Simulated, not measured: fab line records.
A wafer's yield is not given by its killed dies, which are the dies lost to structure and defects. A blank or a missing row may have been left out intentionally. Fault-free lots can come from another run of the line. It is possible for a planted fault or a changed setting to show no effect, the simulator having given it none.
Which tool is to blame?	flow gf180mcu	12 lots with 36 wafers sampled at 3 steps, on a route of 602 steps

## WHAT THE GAUGES SHOWED, per wafer
GF_M4_OVL_MEAS_15.
lot	measured	on	M4_OVL (nm)
L075	day 23 17:48	overlay-02	5 1 8
L077	day 24 15:16	overlay-02	8 6 0
L079	day 25 08:09	overlay-01	16 6 11
L081	day 26 01:14	overlay-01	0 -4 -3
L083	day 26 15:40	overlay-01	4 -3 1
L085	day 27 10:40	overlay-02	-1 -2 -2
L087	day 27 17:13	overlay-01	-6 -14 -11
L089	day 28 08:48	overlay-02	3 -1 1
L091	day 28 21:37	overlay-01	9 4 5
L093	day 29 11:50	overlay-02	-2 -4 -7
L095	day 30 01:06	overlay-01	-9 -10 -5
L097	day 30 17:06	overlay-02	9 1 -5

## EACH LOT AND THE TOOL THAT RAN IT (in order: tool; ch and the chambers of the sampled wafers; start)
lot	GF_V3_CMP_04	GF_M4_SPUTTER_03
L075	cmp-02 ch 2,3, day 21 17:28	pvdSputter-01, day 22 18:57
L077	cmp-02 ch 1,2, day 22 15:58	pvdSputter-03, day 23 17:07
L079	cmp-01 ch 1,2,3, day 23 09:45	pvdSputter-01, day 24 09:50
L081	cmp-02 ch 0,2,3, day 24 05:10	pvdSputter-02, day 25 03:53
L083	cmp-01 ch 0,1, day 24 19:18	pvdSputter-01, day 25 18:13
L085	cmp-01 ch 0,3, day 25 14:25	pvdSputter-01, day 26 13:32
L087	cmp-01 ch 0,1,2, day 25 22:59	pvdSputter-03, day 26 21:32
L089	cmp-01 ch 0,2,3, day 26 13:17	pvdSputter-01, day 27 12:35
L091	cmp-02 ch 1,3, day 27 04:55	pvdSputter-03, day 28 02:54
L093	cmp-02 ch 0,1,3, day 27 18:47	pvdSputter-01, day 28 16:22
L095	cmp-01 ch 0,1,3, day 28 09:50	pvdSputter-02, day 29 06:57
L097	cmp-01 ch 0,1,3, day 29 01:59	pvdSputter-03, day 29 23:18
- GF_V3_CMP_04: polishes SiO2.
- GF_M4_SPUTTER_03: material Ti, target thk 10 nm, time 6.7 s.

## THE ANSWER, worked out from the rows above alone
Rule: the lots themselves supply what counts as usual. Put in order of their means at a reading, lots are off if they are a third of the lots or fewer, leave a main group of 4 or more, and stand apart from it by a gap of 3 or more times the standard deviation of the main group's means; of several such gaps the widest counts. A main group whose means are all the same, to the digits that the tables above print for the reading, isn't used. Also off: a lot with no number at a reading for which 4 or more lots have one. Where the step has rows for the other lots, those lots are counted as sound.
Across all readings shown, no lot is off: no conclusion can be drawn from this.

## WHAT HAD BEEN PUT IN BY THE SIMULATOR
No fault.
